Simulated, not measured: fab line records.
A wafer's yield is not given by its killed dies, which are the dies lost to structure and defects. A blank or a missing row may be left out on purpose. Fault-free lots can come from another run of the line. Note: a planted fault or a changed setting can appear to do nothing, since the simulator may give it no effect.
Struck lot and sound lot, side by side :: flow sky130 :: 17 steps out of a route of 708
Sound: these wafers, L990.1, L990.2, L990.5. Wafers L100.3, L100.4, L100.5 were the ones struck. At the end, the cause is stated.
Per side, at each step with rows, come the tool, then ch with its chambers, and then its first start. Under that, the readings that differ: sound wafers :: struck wafers :: difference of the means :: sigmas: that difference in standard deviations of wafers without a fault.
alike: words and numbers the same on both sides, and readings whose means are apart by under 2 such deviations; not compared: readings that were withheld, readings missing a value for some wafer, numbers with overlapping values and no deviation given by the record, and bounds like >300 which may hide the same value.
Wherever a step has rows on one side only, a row that says differs or no value, or a row with sigmas, the two part there. Numbers that have no deviation but don't overlap get no sigmas and don't part them. A reading that every wafer of one side lacks parts them only if that side has two wafers or more.

first, 3 steps without rows for these wafers: SKY_SONOS_ONO_WET_ETCH_18 (etches Si3N4 in H3PO4, target depth 15 nm, time 172 s); SKY_GATE_OXIDE_CLEAN_00 (cleans in SC1/SC2, time 150 s); SKY_GATE_OXIDE_OXIDATION_01 (stabilise 600 s, purge 300 s, target thk 10.268 nm).
SKY_GATE_OXIDE_THK_MEAS_02:
  sound on filmMetro-01 at day 14 18:03; struck on filmMetro-04 at day 18 06:01
  alike: GATE_OXIDE_OXIDATION_00_THK
then, 7 steps without rows for these wafers: SKY_GATE_OXIDE_DEHYDRATE_03 (time 60 s); SKY_GATE_OXIDE_HMDS_04 (prime time 60 s); SKY_GATE_OXIDE_COAT_05 (resist thk 1140 nm); SKY_GATE_OXIDE_SOFTBAKE_06 (time 60 s); SKY_GATE_OXIDE_EXPOSE_07 (exposes mask LVOM, target cd 600 nm); SKY_GATE_OXIDE_PEB_08; SKY_GATE_OXIDE_DEVELOP_09 (develop time 60 s).
SKY_GATE_OXIDE_OVL_MEAS_10:
  sound on overlay-01 at day 15 19:52; struck on overlay-01 at day 19 13:14
  alike: GATE_OXIDE_OVL
SKY_GATE_OXIDE_IMPLANT_11:
  sound on implanter-02 ch 0, day 15 19:54; struck on implanter-04 ch 0, day 19 13:19
reading: beamEnergyKeV
sound: 10.003 10.000 10.004
struck: 8.685 8.685 8.687
difference: -1.317
sigmas: -99 or more

reading: model.implant.rpNm (nm)
sound: 34.28 34.28 34.28
struck: 29.6 29.6 29.6
difference: -4.7
sigmas: 

reading: model.implant.drpNm (nm)
sound: 17.11 17.11 17.11
struck: 15.51 15.51 15.51
difference: -1.60
sigmas: 
then, 1 step without rows for these wafers: SKY_GATE_OXIDE_WET_ETCH_12 (etches SiO2 in dHF, target depth 16.8 nm, time 336 s).
SKY_GATE_OXIDE_STRIP_13: strips in O2/N2.
  sound on plasmaAsher-03 ch 0,1, day 15 20:10; struck on plasmaAsher-01 ch 0,1, day 19 13:33
  alike: drypumpMotorCurrentA, oesProductAu, stripTimeToEndpointS
  not compared: rfHoursCounterH
SKY_GATE_OXIDE_TW_MEAS_14:
  sound on filmMetro-01 at day 15 20:16; struck on filmMetro-03 at day 19 13:52
reading: GATE_OXIDE_TW
sound: 227.4 228.3 227.0
struck: 216.4 215.7 215.7
difference: -11.6
sigmas: -5
  not compared: hold
-- here the record skips 30 days between the struck wafers' starts before and after, leaving off in module GATE_OXIDE and picking up in module PAD_OPEN (first step shown: number 708 of the route) --
SKY_PAD_OPEN_PROBE_99:
  sound on prober-01 at day 47 07:26; struck on prober-02 at day 49 14:45
reading: model.etest.pfet_01v8_lvt.offLog10AUm
sound: -8.715 -8.599 -8.602
struck: -9.626 -9.642 -9.471
difference: -0.941
sigmas: 

reading: model.etest.pfet_01v8_lvt.vtSatV (V)
sound: -0.4287 -0.4269 -0.4384
struck: -0.4847 -0.4793 -0.4868
difference: -0.0523
sigmas: 

reading: model.etest.pfet_01v8_lvt.vtV (V)
sound: -0.5245 -0.5217 -0.5339
struck: -0.5648 -0.5657 -0.565
difference: -0.0385
sigmas: 

reading: model.etest.pfet_01v8_lvt.vtLongV (V)
sound: -0.6463 -0.6437 -0.6515
struck: -0.6763 -0.6802 -0.6777
difference: -0.0309
sigmas: 

reading: model.etest.nfet_01v8_lvt.vtLongV (V)
sound: 0.436 0.441 0.4323
struck: 0.4497 0.4538 0.4511
difference: +0.0151
sigmas: 

reading: model.etest.nfet_01v8.vtLongV (V)
sound: 0.5385 0.5437 0.5328
struck: 0.5513 0.5535 0.5506
difference: +0.0135
sigmas: 

reading: model.etest.pfet_01v8_lvt.bodyRiseV (V)
sound: -0.205 -0.2058 -0.2022
struck: -0.2015 -0.1996 -0.198
difference: +0.0046
sigmas: 

reading: model.etest.pfet_01v8.bodyRiseV (V)
sound: -0.1857 -0.1859 -0.1831
struck: -0.1905 -0.1929 -0.1897
difference: -0.0061
sigmas: 
  alike: killed_at_M0_to_M3, killed_at_M4_up, killedAtContacts, killedAtFrontEnd, killedAtOther, killedDies, killedOpen, killedShort

== WHERE THEY PART ==
Earliest at SKY_GATE_OXIDE_IMPLANT_11; latest, in this record, at SKY_GATE_OXIDE_TW_MEAS_14. Later steps at which nothing parts them and some readings are alike: SKY_PAD_OPEN_PROBE_99.

WHY: whatever the simulator had introduced
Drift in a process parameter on implanter-04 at SKY_GATE_OXIDE_IMPLANT_11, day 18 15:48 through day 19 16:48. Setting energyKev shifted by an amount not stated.
